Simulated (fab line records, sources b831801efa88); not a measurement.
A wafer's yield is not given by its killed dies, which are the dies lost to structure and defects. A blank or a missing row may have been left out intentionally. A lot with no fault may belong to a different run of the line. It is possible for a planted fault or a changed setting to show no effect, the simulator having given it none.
Split-lot trial ; flow gf180mcu ; on a route of 602 steps: 5 lots, 23 wafers read

THE SPLIT
At GF_SAB_DEVELOP_08 (develop time 60 s), the setting developTimeS was moved away from the recipe's 60 s on 7 of the 23 wafers read, by -14.7% to +14.0%. All remaining wafers had this setting at the recipe value.

No step appears in the file between the split and the reading.

THE READING
cdNm (nm) at GF_SAB_CD_MEAS_09, where the cd target is 420 nm. On this fab line, fault-free wafers typically give 418.9 nm with a standard deviation of 2.5 nm.

wafer;tool, chamber at the split;developTimeS as run, s;against the recipe;cdNm, nm;against lot-mates on the recipe
L075.2;lithoTrack-01, 0;60;recipe;418.7;-
L075.3;lithoTrack-01, 0;60;recipe;417.8;-
L075.4;lithoTrack-01, 0;60;recipe;418.4;-
L077.1;lithoTrack-01, 0;60;recipe;414.4;-
L077.2;lithoTrack-01, 0;51.18;-14.7%;430.1;+15.8
L077.3;lithoTrack-01, 0;60;recipe;414.3;-
L077.4;lithoTrack-01, 0;51.18;-14.7%;429.6;+15.2
L077.6;lithoTrack-01, 0;51.18;-14.7%;430.3;+15.9
L080.2;lithoTrack-04, 0;56.4;-6.0%;428.7;+7.1
L080.3;lithoTrack-04, 0;56.4;-6.0%;428.2;+6.6
L080.4;lithoTrack-04, 0;60;recipe;423.4;-
L080.5;lithoTrack-04, 0;60;recipe;421.1;-
L080.6;lithoTrack-04, 0;60;recipe;420.2;-
L081.1;lithoTrack-01, 0;60;recipe;414.5;-
L081.2;lithoTrack-01, 0;60;recipe;415.8;-
L081.3;lithoTrack-01, 0;60;recipe;416.9;-
L081.5;lithoTrack-01, 0;60;recipe;417.1;-
L081.6;lithoTrack-01, 0;60;recipe;418.1;-
L082.2;lithoTrack-04, 0;60;recipe;419.4;-
L082.3;lithoTrack-04, 0;60;recipe;416.5;-
L082.4;lithoTrack-04, 0;68.41;+14.0%;407.4;-10.8
L082.5;lithoTrack-04, 0;68.41;+14.0%;404.6;-13.6
L082.6;lithoTrack-04, 0;60;recipe;418.7;-

FIT RESULTS
A straight line over all 23 wafers: cdNm changes by -0.884 nm for each +1% of developTimeS; r = -0.92; the points scatter about the line by 2.7 nm.
The same after taking each lot's own level away (the mean of its wafers on the recipe; 23 wafers): -0.992 nm for each +1%; r = -0.99; scatter 1.2 nm.
According to that fit, moving developTimeS by its largest amount changes the reading by 15 nm.
The span of the lots' own levels, 414.35 to 421.57 nm, comes to 2.9 times the standard deviation stated above.
In other words, the slope is changed by the lot-to-lot level; the two fits disagree.
Check: for one of the wafers moved furthest among these (-14.7%), held out of the fit, the line's prediction against its lot-mates is +14.7 nm. Against them it came out at +15.8 nm.

THESE WAFERS: OTHER SPLITS
Other splits were also applied to these wafers ahead of the reading. Each is held against what the fit with the lots' levels taken away leaves over:
other split on the same wafers;wafers away from the commonest value;r with cdNm (lot level and that fit taken away)
GF_HV_LDD_DEVELOP_45 developTimeS;7;-0.09
GF_NSD_DEVELOP_06 developTimeS;11;-0.16
GF_PSD_COAT_02 spinRpm;11;-0.23
GF_PSD_IMPLANT_09 doseCm2;10;-0.02

THE WHOLE CHAIN: every reading that the file lists as answering this split, in the file's order
step;what it does;reading;change (the file's fit);r (the file's)
GF_SAB_CD_MEAS_09;target cd 420 nm;cdNm;-0.984 nm for each +1% of the setting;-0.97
GF_SAB_ETCH_11;etches SiO2 in C4F8/O2/Ar, target depth 55 nm, time 8.5 s;SAB.cdNm (the simulator's own value, which no gauge read);-0.97 nm for each +1% of the setting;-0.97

FILE'S OWN FIT
cdNm changes by -0.984 nm for each +1% of developTimeS, r = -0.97.
